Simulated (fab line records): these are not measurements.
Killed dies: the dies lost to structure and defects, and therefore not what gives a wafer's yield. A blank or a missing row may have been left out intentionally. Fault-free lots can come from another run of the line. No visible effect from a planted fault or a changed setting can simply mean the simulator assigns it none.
Matching of chambers | flow sky130 | hdpcvd-01 running SKY_VIA2_HDPCVD_00: 3 sister chambers
The step deposits SiO2, target thk 1180 nm, time 196.7 s. 14 wafers are shown with their chamber, then 7 later ones without.

EACH WAFER AND ITS CHAMBER
wafer  | chamber | pressure-mtorr (mTorr)
L186.2 | 0       | 6.007
L186.4 | 2       | 6.014
L186.6 | 0       | 6.010
L191.1 | 1       | 6.009
L191.4 | 1       | 6.015
L191.5 | 0       | 5.991
L193.1 | 2       | 5.998
L193.2 | 1       | 5.984
L193.4 | 0       | 6.003
L194.2 | 2       | 5.984
L194.4 | 2       | 5.992
L194.5 | 0       | 6.008
L196.2 | 2       | 6.006
L196.3 | 0       | 5.986

SIGNATURES, as means of the wafers listed above
reading        | chamber 0 | chamber 1 | chamber 2 | scatter within a chamber
pressure-mtorr | 6.00083   | 6.00267   | 5.99880   | 0.012
Rule: for a wafer and a chamber, the distance is found by dividing, reading by reading, the gap between the wafer's reading and the chamber's mean by the reading's scatter, squaring, summing and taking the root. If the next closest chamber is less than 2 further off than the closest, the wafer can't be placed; otherwise it belongs to the closest. How the scatter is found: for the shown wafers, subtract from each reading the mean of its chamber, square and add these, divide the total by (wafers less chambers), then take the root.

WAFERS WHOSE CHAMBER IS MISSING
wafer  | pressure-mtorr (mTorr)
L196.4 | 6.003
L199.3 | 6.006
L199.4 | 6.002
L199.6 | 6.019
L200.1 | 6.009
L200.4 | 6.001
L200.5 | 6.003

WHICH CHAMBER EACH WENT THROUGH
wafer  | from the rows above          | in truth
L196.4 | can't be placed: 1 or 0 or 2 | 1
L199.3 | can't be placed: 1 or 0 or 2 | 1
L199.4 | can't be placed: 1 or 0 or 2 | 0
L199.6 | can't be placed: 1 or 0 or 2 | 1
L200.1 | can't be placed: 1 or 0 or 2 | 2
L200.4 | can't be placed: 0 or 1 or 2 | 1
L200.5 | can't be placed: 1 or 0 or 2 | 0
0 of 7 placed correctly. Can't be placed from these rows: 7 (the true chamber is among the candidates in 7). Number placed wrongly: 0.
